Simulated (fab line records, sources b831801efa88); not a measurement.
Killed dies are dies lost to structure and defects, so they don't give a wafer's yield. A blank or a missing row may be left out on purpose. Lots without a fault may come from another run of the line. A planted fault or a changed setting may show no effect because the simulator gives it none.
fab line records | flow gf180mcu
record lots=13 wafers=38 last_day=34
route steps=602 shown SALICIDE@281 M1@321 V1@351 M2@366
lots that met no fault: from a run of the same line without faults
start_h: hours from the record's first day to the start of the lot's first wafer shown | wait_h: hours since the lot's step before | " the same as in the row above | L1.1+2: a row that stands for several wafers | - no value, or no start given | * or withheld: withheld | < > ~ a bound
route shown NAME@n: a module of which the file shows steps, and the number in the route of the first | usual: mean/standard deviation of fault-free wafers | same: alike in all rows | chamber/n: place in a boat | sites: the reading at each site | _std_site: their standard deviation | _edge_site: outer sites' mean less inner sites' | radius_mm: how far each site lies from the wafer's centre | mask NAME#n: copy n | behind: the tool/chamber that last shaped the wafer | hold: why the lot was held/for how many hours/how that ended | device: the transistor (n, p or np) that didn't switch | end of line: the same wafers' tests at the end of the route | a step without rows: its recipe alone | killed: dies lost to structure and defects at the first sort, not the wafer's yield | map: a wafer's dies, x killed, . not, _ none there
set.NAME: the setting as run; set.NAME@STEP: as run at that earlier step | model.NAME: the simulator's own value behind a step, which no gauge read
steps of the route over a sample of lots; a table a step, a row a wafer
services: from which hour (start_h, from the record's first day; less than 0 if before it) a tool's chamber was out of use, for how many hours, and why
## steps
# step GF_SALICIDE_SPUTTER_03
# recipe material=TiN target_thk_nm=20 power_w=6500 time_s=16.7 chamber_pressure_pa=0.4
# usual throttle_valve_pct=29.7/0.6
# columns lot.wafer tool chamber start_h wait_h throttle_valve_pct
L153.1 pvd_sputter-01 - 339.50 0.0 29.8
L153.3 " - " " 30.4
L153.6 " - " " 29.1
L154.2 pvd_sputter-03 - 345.60 0.0 29.9
L154.4 " - " " 30.2
L154.5 " - " " 29.5
L155.1 pvd_sputter-03 - 357.44 0.0 29.8
L155.3 " - " " 29.7
L155.5 " - " " 29.0
L156.2 pvd_sputter-02 - 361.34 0.0 30.0
L156.4 " - " " 31.0
L156.5 " - " " 29.9
L157.1 pvd_sputter-01 - 374.15 0.0 29.9
L157.3 " - " " 30.1
L157.5 " - " " 29.8
L158.3 pvd_sputter-03 - 380.84 0.0 30.3
L158.5 " - " " 29.9
L158.6 " - " " 29.1
L166.1 pvd_sputter-02 - 453.45 0.0 28.5
L166.2 " - " " 28.9
L166.3 " - " " 30.7
L168.2 pvd_sputter-01 - 472.50 0.0 30.1
L168.6 " - " " 29.8
L169.1 pvd_sputter-02 - 479.70 0.0 28.9
L169.2 " - " " 30.0
L169.3 " - " " 31.2
L170.3 pvd_sputter-03 - 487.31 0.0 29.6
L170.5 " - " " 29.1
L170.6 " - " " 29.8
L171.3 pvd_sputter-03 - 491.64 0.0 29.8
L171.5 " - " " 29.5
L171.6 " - " " 30.4
L173.1 pvd_sputter-03 - 507.34 0.0 30.0
L173.5 " - " " 30.0
L173.6 " - " " 30.2
L176.1 pvd_sputter-02 - 537.69 0.0 30.0
L176.2 " - " " 29.0
L176.6 " - " " 29.0
# step GF_M1_THK_MEAS_06
# recipe thk_meas_gauge=xrf reads=AlCu_of_M1_SPUTTER_02
# usual M1_ALCU_THK=459/5.3
# columns lot.wafer tool chamber start_h wait_h M1_ALCU_THK[nm]
L153.1 film_metro-01 - 363.36 0.1 459
L153.3 " - " " 467
L153.6 " - " " 467
L154.2 film_metro-01 - 370.27 0.1 458
L154.4 " - " " 463
L154.5 " - " " 467
L155.1 film_metro-01 - 382.57 0.1 464
L155.3 " - " " 460
L155.5 " - " " 458
L156.2 film_metro-04 - 386.02 0.1 448
L156.4 " - " " 455
L156.5 " - " " 456
L157.1 film_metro-01 - 400.17 0.1 464
L157.3 " - " " 464
L157.5 " - " " 471
L158.3 film_metro-04 - 409.23 0.1 457
L158.5 " - " " 456
L158.6 " - " " 453
L166.1 film_metro-04 - 480.38 0.1 453
L166.2 " - " " 453
L166.3 " - " " 446
L168.2 film_metro-02 - 499.45 0.1 466
L168.6 " - " " 459
L169.1 film_metro-02 - 506.58 0.1 461
L169.2 " - " " 456
L169.3 " - " " 459
L170.3 film_metro-01 - 513.82 0.1 460
L170.5 " - " " 460
L170.6 " - " " 457
L171.3 film_metro-04 - 517.05 0.1 458
L171.5 " - " " 457
L171.6 " - " " 455
L173.1 film_metro-04 - 533.17 0.1 464
L173.5 " - " " 462
L173.6 " - " " 455
L176.1 film_metro-01 - 572.19 0.1 462
L176.2 " - " " 452
L176.6 " - " " 465
# step GF_V1_ETCH_16
# recipe chemistry=N2/H2 target_depth_a=withheld overetch_a=withheld time_s=withheld target=BARC ion_energy_ev=200 source_w=500 bias_w=100 pressure_mtorr=30 n2_flow_sccm=100 h2_flow_sccm=200
# usual drypump_motor_current_A=5.8/0.5 oes_product_au=0.854/0.005 throttle_valve_pct=13.224/0.009
# columns lot.wafer tool chamber start_h wait_h drypump_motor_current_A oes_product_au throttle_valve_pct
L153.1 rie_diel-03 1 409.76 0.0 5.1 0.851 13.228
L153.3 " 2 " " 5.6 0.850 13.215
L153.6 " 1 " " 5.1 0.854 13.232
L154.2 rie_diel-01 3 416.98 0.0 5.7 0.858 13.234
L154.4 " 2 " " 6.3 0.853 13.232
L154.5 " 3 " " 5.7 0.859 13.220
L155.1 rie_diel-03 3 433.38 0.0 5.4 0.853 13.224
L155.3 " 2 " " 5.7 0.847 13.217
L155.5 " 2 " " 5.7 0.836 13.215
L156.2 rie_diel-02 1 434.84 0.0 5.4 0.852 13.211
L156.4 " 2 " " 6.0 0.858 13.226
L156.5 " 0 " " 5.9 0.852 13.250
L157.1 rie_diel-02 2 449.54 0.0 6.0 0.852 13.222
L157.3 " 3 " " 5.9 0.855 13.235
L157.5 " 2 " " 6.0 0.860 13.225
L158.3 rie_diel-03 0 458.29 0.0 6.0 0.843 13.215
L158.5 " 0 " " 6.0 0.850 13.216
L158.6 " 3 " " 5.4 0.863 13.227
L166.1 rie_diel-03 2 529.19 0.0 5.6 0.860 13.219
L166.2 " 1 " " 5.1 0.856 13.231
L166.3 " 3 " " 5.5 0.851 13.240
L168.2 rie_diel-01 2 547.31 0.0 6.3 0.857 13.248
L168.6 " 1 " " 6.7 0.854 13.214
L169.1 rie_diel-03 3 553.37 0.0 5.4 0.846 13.218
L169.2 " 2 " " 5.6 0.857 13.213
L169.3 " 1 " " 5.1 0.848 13.233
L170.3 rie_diel-02 3 567.89 0.0 5.9 0.858 13.221
L170.5 " 3 " " 5.9 0.855 13.231
L170.6 " 1 " " 5.4 0.860 13.222
L171.3 rie_diel-01 2 568.94 0.0 6.3 0.854 13.224
L171.5 " 3 " " 5.8 0.849 13.223
L171.6 " 1 " " 6.7 0.859 13.199
L173.1 rie_diel-03 0 576.41 0.0 6.0 0.859 13.228
L173.5 " 1 " " 5.1 0.852 13.236
L173.6 " 2 " " 5.6 0.860 13.222
L176.1 rie_diel-01 1 616.02 0.0 6.7 0.841 13.225
L176.2 " 0 " " 4.9 0.845 13.226
L176.6 " 1 " " 6.7 0.860 13.212
# step GF_M2_SPUTTER_04
# recipe material=TiN target_thk_nm=50 power_w=6500 time_s=41.7 chamber_pressure_pa=0.4
# usual throttle_valve_pct=29.8/0.52
# columns lot.wafer tool chamber start_h wait_h throttle_valve_pct
L153.1 pvd_sputter-03 - 411.33 0.0 29.3
L153.3 " - " " 30.2
L153.6 " - " " 29.9
L154.2 pvd_sputter-02 - 418.55 0.0 29.2
L154.4 " - " " 30.1
L154.5 " - " " 29.8
L155.1 pvd_sputter-03 - 435.05 0.0 29.1
L155.3 " - " " 29.6
L155.5 " - " " 29.9
L156.2 pvd_sputter-03 - 436.38 0.0 30.3
L156.4 " - " " 29.9
L156.5 " - " " 29.8
L157.1 pvd_sputter-03 - 451.08 0.0 29.2
L157.3 " - " " 30.1
L157.5 " - " " 29.5
L158.3 pvd_sputter-01 - 459.87 0.0 30.5
L158.5 " - " " 29.2
L158.6 " - " " 29.7
L166.1 pvd_sputter-03 - 530.76 0.0 29.4
L166.2 " - " " 30.2
L166.3 " - " " 30.0
L168.2 pvd_sputter-03 - 548.85 0.0 30.5
L168.6 " - " " 29.0
L169.1 pvd_sputter-01 - 554.91 0.0 29.8
L169.2 " - " " 30.2
L169.3 " - " " 29.1
L170.3 pvd_sputter-01 - 569.46 0.0 30.0
L170.5 " - " " 29.4
L170.6 " - " " 29.9
L171.3 pvd_sputter-02 - 570.48 0.0 29.1
L171.5 " - " " 30.0
L171.6 " - " " 30.7
L173.1 pvd_sputter-01 - 577.95 0.0 30.1
L173.5 " - " " 29.5
L173.6 " - " " 29.3
L176.1 pvd_sputter-03 - 617.67 0.0 29.6
L176.2 " - " " 29.5
L176.6 " - " " 29.7
# step GF_M2_THK_MEAS_06
# recipe thk_meas_gauge=xrf reads=AlCu_of_M2_SPUTTER_02
# usual M2_ALCU_THK=457/6.8
# columns lot.wafer tool chamber start_h wait_h M2_ALCU_THK[nm]
L153.1 film_metro-01 - 411.49 0.1 461
L153.3 " - " " 452
L153.6 " - " " 452
L154.2 film_metro-04 - 418.72 0.1 445
L154.4 " - " " 454
L154.5 " - " " 449
L155.1 film_metro-04 - 435.31 0.1 452
L155.3 " - " " 456
L155.5 " - " " 452
L156.2 film_metro-01 - 436.55 0.1 449
L156.4 " - " " 453
L156.5 " - " " 453
L157.1 film_metro-04 - 451.24 0.1 450
L157.3 " - " " 448
L157.5 " - " " 449
L158.3 film_metro-01 - 460.05 0.1 462
L158.5 " - " " 462
L158.6 " - " " 467
L166.1 film_metro-04 - 530.92 0.1 453
L166.2 " - " " 434
L166.3 " - " " 451
L168.2 film_metro-04 - 549.02 0.1 432
L168.6 " - " " 449
L169.1 film_metro-04 - 555.07 0.1 454
L169.2 " - " " 459
L169.3 " - " " 446
L170.3 film_metro-04 - 569.64 0.1 463
L170.5 " - " " 461
L170.6 " - " " 466
L171.3 film_metro-01 - 570.66 0.1 458
L171.5 " - " " 463
L171.6 " - " " 465
L173.1 film_metro-03 - 578.11 0.1 452
L173.5 " - " " 451
L173.6 " - " " 451
L176.1 film_metro-03 - 617.84 0.1 460
L176.2 " - " " 462
L176.6 " - " " 462
## services
# columns tool chamber start_h hours kind
rie_diel-02 - 327.13 1.2 repair
pvd_sputter-03 0 330.45 - consumable_replace:kit
rie_diel-01 1 353.24 7.2 repair
rie_diel-03 3 353.78 20.0 repair
rie_diel-02 2 362.69 3.4 repair
rie_diel-01 - 382.19 2.8 pm
rie_diel-02 - 422.34 2.8 pm
pvd_sputter-01 - 432.86 0.8 repair
pvd_sputter-02 - 434.29 0.6 repair
rie_diel-01 0 451.81 5.7 repair
rie_diel-02 - 468.99 0.4 repair
rie_diel-03 1 486.68 11.8 repair
rie_diel-01 2 498.51 2.7 repair
rie_diel-01 2 505.96 2.0 repair
rie_diel-02 3 524.69 15.2 repair
rie_diel-01 2 534.01 4.9 repair
pvd_sputter-02 - 542.41 5.5 repair
rie_diel-03 0 544.00 8.7 repair
rie_diel-02 1 548.27 3.9 repair
rie_diel-02 3 555.36 12.5 repair
rie_diel-02 0 564.49 3.6 repair
rie_diel-03 3 571.10 6.9 repair
pvd_sputter-02 - 573.92 0.5 repair
rie_diel-02 - 617.41 0.8 repair
## key
first_sign step=GF_M2_THK_MEAS_06 reading=M2_ALCU_THK direction=down sigmas=3.6 usual=457 struck=433
effect none on later readings
met_at GF_M2_SPUTTER_04
struck_lots L166,L168
struck_wafers L166.2,L168.2
not_acting_at GF_SALICIDE_SPUTTER_03,GF_M1_THK_MEAS_06,GF_V1_ETCH_16
onset_between 451.08 530.76
fault kind=process_parameter_drift tool=pvd_sputter-03 chamber=- onset_h=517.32 steps=GF_M2_SPUTTER_04 channel=target_thk_nm offset=15.928 shape=step end_h=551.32 scope=struck_wafers_only acts_in=these_recipes_only stated=50
